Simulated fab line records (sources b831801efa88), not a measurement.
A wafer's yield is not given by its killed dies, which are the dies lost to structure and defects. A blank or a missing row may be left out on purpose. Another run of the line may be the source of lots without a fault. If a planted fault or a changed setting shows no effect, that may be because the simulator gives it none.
Which tool did it? || flow sky130 || 10 lots with 30 wafers sampled at 6 steps, on a route of 708 steps

## WHAT THE GAUGES SHOWED, per wafer
SKY_VIA3_THK_MEAS_23: measures by xrf.
{"lot": "L878", "measured": "day 39 17:43", "on": "film metro-04", "VIA3_W_THK (nm)": "384 389 386"}
{"lot": "L890", "measured": "day 43 11:24", "on": "film metro-04", "VIA3_W_THK (nm)": "385 385 381"}
{"lot": "L892", "measured": "day 44 06:26", "on": "film metro-04", "VIA3_W_THK (nm)": "393 391 395"}
{"lot": "L894", "measured": "day 44 12:17", "on": "film metro-03", "VIA3_W_THK (nm)": "394 394 397"}
{"lot": "L895", "measured": "day 44 17:32", "on": "film metro-03", "VIA3_W_THK (nm)": "392 391 389"}
{"lot": "L898", "measured": "day 45 13:52", "on": "film metro-03", "VIA3_W_THK (nm)": "399 401 400"}
{"lot": "L899", "measured": "day 45 22:14", "on": "film metro-03", "VIA3_W_THK (nm)": "396 396 397"}
{"lot": "L900", "measured": "day 46 00:56", "on": "film metro-03", "VIA3_W_THK (nm)": "384 381 381"}

## EACH LOT AND THE TOOL THAT RAN IT (in order: tool; ch and the chambers of the sampled wafers; start)
{"lot": "L878", "SKY_METAL1_DESCUM_17": "rie metal-01 ch 1, day 32 20:42", "SKY_METAL2_SPUTTER_04": "pvd sputter-03, day 34 03:02", "SKY_METAL3_ETCH_16": "rie metal-03 ch 0, day 38 14:55", "SKY_METAL3_ETCH_17": "rie diel-04 ch 0,1,2, day 38 15:01", "SKY_METAL3_STRIP_19": "plasma asher-02 ch 0,1, day 38 15:12"}
{"lot": "L882", "SKY_METAL1_DESCUM_17": "rie metal-04 ch 0, day 34 07:58", "SKY_METAL2_SPUTTER_04": "pvd sputter-01, day 35 13:43", "SKY_METAL3_ETCH_16": "rie metal-03 ch 0,1, day 39 23:00", "SKY_METAL3_ETCH_17": "rie diel-03 ch 2,3, day 39 23:06", "SKY_METAL3_STRIP_19": "plasma asher-01 ch 0,1, day 39 23:18"}
{"lot": "L883", "SKY_METAL1_DESCUM_17": "rie metal-01 ch 0,1, day 34 13:25", "SKY_METAL2_SPUTTER_04": "pvd sputter-03, day 35 19:38", "SKY_METAL3_ETCH_16": "rie metal-03 ch 1, day 40 05:06", "SKY_METAL3_ETCH_17": "rie diel-03 ch 1,2, day 40 05:12", "SKY_METAL3_STRIP_19": "plasma asher-02 ch 0, day 40 05:24"}
{"lot": "L890", "SKY_METAL1_DESCUM_17": "rie metal-04 ch 0,1, day 36 23:32", "SKY_METAL2_SPUTTER_04": "pvd sputter-03, day 38 04:20", "SKY_METAL3_ETCH_16": "rie metal-01 ch 0,1, day 42 10:14", "SKY_METAL3_ETCH_17": "rie diel-04 ch 0,1, day 42 10:18", "SKY_METAL3_STRIP_19": "plasma asher-02 ch 0,1, day 42 10:32"}
{"lot": "L892", "SKY_METAL1_DESCUM_17": "rie metal-02 ch 0,1, day 37 20:07", "SKY_METAL2_SPUTTER_04": "pvd sputter-04, day 39 01:22", "SKY_METAL3_ETCH_16": "rie metal-03 ch 0,1, day 43 05:06", "SKY_METAL3_ETCH_17": "rie diel-03 ch 0,1,2, day 43 05:12", "SKY_METAL3_STRIP_19": "plasma asher-02 ch 0,1, day 43 05:23"}
{"lot": "L894", "SKY_METAL1_DESCUM_17": "rie metal-02 ch 0,1, day 38 04:19", "SKY_METAL2_SPUTTER_04": "pvd sputter-01, day 39 08:17", "SKY_METAL3_ETCH_16": "rie metal-03 ch 0,1, day 43 11:18", "SKY_METAL3_ETCH_17": "rie diel-02 ch 0,1, day 43 11:24", "SKY_METAL3_STRIP_19": "plasma asher-02 ch 0,1, day 43 11:36"}
{"lot": "L895", "SKY_METAL1_DESCUM_17": "rie metal-04 ch 0,1, day 38 08:01", "SKY_METAL2_SPUTTER_04": "pvd sputter-03, day 39 11:50", "SKY_METAL3_ETCH_16": "rie metal-03 ch 0,1, day 43 14:54", "SKY_METAL3_ETCH_17": "rie diel-03 ch 0,3, day 43 15:00", "SKY_METAL3_STRIP_19": "plasma asher-01 ch 0,1, day 43 15:11"}
{"lot": "L898", "SKY_METAL1_DESCUM_17": "rie metal-02 ch 0,1, day 39 08:23", "SKY_METAL2_SPUTTER_04": "pvd sputter-03, day 40 11:30", "SKY_METAL3_ETCH_16": "rie metal-02 ch 0,1, day 44 13:34", "SKY_METAL3_ETCH_17": "rie diel-04 ch 1,3, day 44 13:38", "SKY_METAL3_STRIP_19": "plasma asher-01 ch 0,1, day 44 13:52"}
{"lot": "L899", "SKY_METAL1_DESCUM_17": "rie metal-02 ch 0,1, day 39 18:47", "SKY_METAL2_SPUTTER_04": "pvd sputter-03, day 40 22:16", "SKY_METAL3_ETCH_16": "rie metal-03 ch 0,1, day 44 22:23", "SKY_METAL3_ETCH_17": "rie diel-04 ch 2,3, day 44 22:27", "SKY_METAL3_STRIP_19": "plasma asher-01 ch 0,1, day 44 22:41"}
{"lot": "L900", "SKY_METAL1_DESCUM_17": "rie metal-02 ch 0,1, day 39 23:37", "SKY_METAL2_SPUTTER_04": "pvd sputter-01, day 41 03:11", "SKY_METAL3_ETCH_16": "rie metal-01 ch 0,1, day 45 01:06", "SKY_METAL3_ETCH_17": "rie diel-04 ch 1,2,3, day 45 01:12", "SKY_METAL3_STRIP_19": "plasma asher-02 ch 0,1, day 45 01:23"}
- SKY_METAL1_DESCUM_17: chemistry O2, time 8 s.
- SKY_METAL2_SPUTTER_04: material TiN, target thk 70 nm, time 58.3 s.
- SKY_METAL3_ETCH_16: etches BARC in N2/H2, stops on SiO2, time 88.2 s, target depth 60 nm.
- SKY_METAL3_ETCH_17: etches SiO2 in C4F8/O2/Ar, stops on TiN, time 3.9 s, target depth 15 nm.
- SKY_METAL3_STRIP_19: strips in O2/N2.

## WHAT THE TOOLS THEMSELVES READ (means of the sampled wafers that have a number; where no wafer has one, the mark that the record gives instead)
SKY_METAL1_DESCUM_17.
{"lot": "L878", "tool": "rie metal-01", "drypump motor current A (A)": 5.1, "oes product au (a.u.)": 0.998}
{"lot": "L882", "tool": "rie metal-04", "drypump motor current A (A)": 5.8, "oes product au (a.u.)": 0.996}
{"lot": "L883", "tool": "rie metal-01", "drypump motor current A (A)": 5.7, "oes product au (a.u.)": 1.004}
{"lot": "L890", "tool": "rie metal-04", "drypump motor current A (A)": 5.4, "oes product au (a.u.)": 0.993}
{"lot": "L892", "tool": "rie metal-02", "drypump motor current A (A)": 5.4, "oes product au (a.u.)": 0.997}
{"lot": "L894", "tool": "rie metal-02", "drypump motor current A (A)": 5.5, "oes product au (a.u.)": 1.010}
{"lot": "L895", "tool": "rie metal-04", "drypump motor current A (A)": 5.4, "oes product au (a.u.)": 1.002}
{"lot": "L898", "tool": "rie metal-02", "drypump motor current A (A)": 5.4, "oes product au (a.u.)": 0.992}
{"lot": "L899", "tool": "rie metal-02", "drypump motor current A (A)": 5.6, "oes product au (a.u.)": 0.998}
{"lot": "L900", "tool": "rie metal-02", "drypump motor current A (A)": 5.6, "oes product au (a.u.)": 0.999}

SKY_METAL2_SPUTTER_04.
{"lot": "L878", "tool": "pvd sputter-03", "throttle valve pct (%)": 30.7}
{"lot": "L882", "tool": "pvd sputter-01", "throttle valve pct (%)": 29.1}
{"lot": "L883", "tool": "pvd sputter-03", "throttle valve pct (%)": 30.3}
{"lot": "L890", "tool": "pvd sputter-03", "throttle valve pct (%)": 29.5}
{"lot": "L892", "tool": "pvd sputter-04", "throttle valve pct (%)": 29.5}
{"lot": "L894", "tool": "pvd sputter-01", "throttle valve pct (%)": 29.5}
{"lot": "L895", "tool": "pvd sputter-03", "throttle valve pct (%)": 30.3}
{"lot": "L898", "tool": "pvd sputter-03", "throttle valve pct (%)": 30.8}
{"lot": "L899", "tool": "pvd sputter-03", "throttle valve pct (%)": 30.2}
{"lot": "L900", "tool": "pvd sputter-01", "throttle valve pct (%)": 29.5}

SKY_METAL3_ETCH_16.
{"lot": "L878", "tool": "rie metal-03", "bias w (W)": 100.2, "chamber pressure mTorr (mTorr)": 29.98, "drypump motor current A (A)": 5.6, "oes product au (a.u.)": 0.631, "throttle valve pct (%)": 13.210}
{"lot": "L882", "tool": "rie metal-03", "bias w (W)": "-", "chamber pressure mTorr (mTorr)": "-", "drypump motor current A (A)": "-", "oes product au (a.u.)": "-", "throttle valve pct (%)": "-"}
{"lot": "L883", "tool": "rie metal-03", "bias w (W)": "-", "chamber pressure mTorr (mTorr)": "-", "drypump motor current A (A)": "-", "oes product au (a.u.)": "-", "throttle valve pct (%)": "-"}
{"lot": "L890", "tool": "rie metal-01", "bias w (W)": 100.2, "chamber pressure mTorr (mTorr)": 30.01, "drypump motor current A (A)": 5.8, "oes product au (a.u.)": 0.627, "throttle valve pct (%)": 13.209}
{"lot": "L892", "tool": "rie metal-03", "bias w (W)": 100.0, "chamber pressure mTorr (mTorr)": 30.00, "drypump motor current A (A)": 5.7, "oes product au (a.u.)": 0.626, "throttle valve pct (%)": 13.203}
{"lot": "L894", "tool": "rie metal-03", "bias w (W)": 99.6, "chamber pressure mTorr (mTorr)": 30.00, "drypump motor current A (A)": 5.7, "oes product au (a.u.)": 0.626, "throttle valve pct (%)": 13.192}
{"lot": "L895", "tool": "rie metal-03", "bias w (W)": 99.9, "chamber pressure mTorr (mTorr)": 30.01, "drypump motor current A (A)": 5.7, "oes product au (a.u.)": 0.629, "throttle valve pct (%)": 13.207}
{"lot": "L898", "tool": "rie metal-02", "bias w (W)": 100.0, "chamber pressure mTorr (mTorr)": 30.00, "drypump motor current A (A)": 5.4, "oes product au (a.u.)": 0.626, "throttle valve pct (%)": 13.199}
{"lot": "L899", "tool": "rie metal-03", "bias w (W)": 100.1, "chamber pressure mTorr (mTorr)": 30.02, "drypump motor current A (A)": 5.7, "oes product au (a.u.)": 0.627, "throttle valve pct (%)": 13.203}
{"lot": "L900", "tool": "rie metal-01", "bias w (W)": 99.8, "chamber pressure mTorr (mTorr)": 30.01, "drypump motor current A (A)": 5.4, "oes product au (a.u.)": 0.631, "throttle valve pct (%)": 13.209}

SKY_METAL3_ETCH_17.
{"lot": "L878", "tool": "rie diel-04", "bias w (W)": 1201, "chamber pressure mTorr (mTorr)": 40.03, "oes product au (a.u.)": 0.749}
{"lot": "L882", "tool": "rie diel-03", "bias w (W)": 1201, "chamber pressure mTorr (mTorr)": 40.00, "oes product au (a.u.)": 0.372}
{"lot": "L883", "tool": "rie diel-03", "bias w (W)": 1204, "chamber pressure mTorr (mTorr)": 40.01, "oes product au (a.u.)": 0.372}
{"lot": "L890", "tool": "rie diel-04", "bias w (W)": 1195, "chamber pressure mTorr (mTorr)": 40.00, "oes product au (a.u.)": 0.752}
{"lot": "L892", "tool": "rie diel-03", "bias w (W)": 1202, "chamber pressure mTorr (mTorr)": 39.99, "oes product au (a.u.)": 0.749}
{"lot": "L894", "tool": "rie diel-02", "bias w (W)": 1199, "chamber pressure mTorr (mTorr)": 39.99, "oes product au (a.u.)": 0.753}
{"lot": "L895", "tool": "rie diel-03", "bias w (W)": 1200, "chamber pressure mTorr (mTorr)": 40.02, "oes product au (a.u.)": 0.755}
{"lot": "L898", "tool": "rie diel-04", "bias w (W)": 1199, "chamber pressure mTorr (mTorr)": 39.99, "oes product au (a.u.)": 0.752}
{"lot": "L899", "tool": "rie diel-04", "bias w (W)": 1203, "chamber pressure mTorr (mTorr)": 40.00, "oes product au (a.u.)": 0.752}
{"lot": "L900", "tool": "rie diel-04", "bias w (W)": 1200, "chamber pressure mTorr (mTorr)": 40.00, "oes product au (a.u.)": 0.757}

SKY_METAL3_STRIP_19.
{"lot": "L878", "tool": "plasma asher-02", "drypump motor current A (A)": 5.6, "o2 flow sccm (sccm)": 3000, "oes product au (a.u.)": 0.504, "strip time to endpoint s (s)": 6.53}
{"lot": "L882", "tool": "plasma asher-01", "drypump motor current A (A)": 5.5, "o2 flow sccm (sccm)": 2989, "oes product au (a.u.)": 0.521, "strip time to endpoint s (s)": 7.03}
{"lot": "L883", "tool": "plasma asher-02", "drypump motor current A (A)": 5.8, "o2 flow sccm (sccm)": 3000, "oes product au (a.u.)": 0.521, "strip time to endpoint s (s)": 6.99}
{"lot": "L890", "tool": "plasma asher-02", "drypump motor current A (A)": 5.6, "o2 flow sccm (sccm)": 2998, "oes product au (a.u.)": 0.504, "strip time to endpoint s (s)": 6.47}
{"lot": "L892", "tool": "plasma asher-02", "drypump motor current A (A)": 5.6, "o2 flow sccm (sccm)": 2992, "oes product au (a.u.)": 0.509, "strip time to endpoint s (s)": 6.58}
{"lot": "L894", "tool": "plasma asher-02", "drypump motor current A (A)": 5.4, "o2 flow sccm (sccm)": 3000, "oes product au (a.u.)": 0.506, "strip time to endpoint s (s)": 6.55}
{"lot": "L895", "tool": "plasma asher-01", "drypump motor current A (A)": 5.2, "o2 flow sccm (sccm)": 2990, "oes product au (a.u.)": 0.499, "strip time to endpoint s (s)": 6.50}
{"lot": "L898", "tool": "plasma asher-01", "drypump motor current A (A)": 5.2, "o2 flow sccm (sccm)": 3000, "oes product au (a.u.)": 0.504, "strip time to endpoint s (s)": 6.54}
{"lot": "L899", "tool": "plasma asher-01", "drypump motor current A (A)": 5.2, "o2 flow sccm (sccm)": 2998, "oes product au (a.u.)": 0.497, "strip time to endpoint s (s)": 6.43}
{"lot": "L900", "tool": "plasma asher-02", "drypump motor current A (A)": 5.4, "o2 flow sccm (sccm)": 3012, "oes product au (a.u.)": 0.500, "strip time to endpoint s (s)": 6.54}

## THE ANSWER, worked out from the rows above alone
Rule: usual is defined by the lots themselves. Put in order of their means at a reading, lots are off if they are a third of the lots or fewer, leave a main group of 4 or more, and stand apart from it by a gap of 3 or more times the standard deviation of the main group's means; of several such gaps the widest counts. The tables above print the reading to a certain number of digits; a main group whose means all agree to those digits is not used. A lot without any number at a reading at which 4 lots or more have one is off too. Any other lot the step has rows for is counted as sound. The gauges are gone through in route order, then the tools' own readings, and for those a lot's mean is taken as printed above. The first step at which some lot is off is used, and at that step the reading that is off furthest; a lot without a number counts as furthest.
Off, at SKY_METAL3_ETCH_16 on bias w: L882, L883. Without a number there: L882, L883. For the main group the mean is 100.0 W and the standard deviation 0.19.
If a tool, at that step or one of the process steps before it, ran each lot that is off and ran no sound lot following the first of them, it fits. Not one of the candidates tried fits.

## WHAT THE SIMULATOR PUT IN
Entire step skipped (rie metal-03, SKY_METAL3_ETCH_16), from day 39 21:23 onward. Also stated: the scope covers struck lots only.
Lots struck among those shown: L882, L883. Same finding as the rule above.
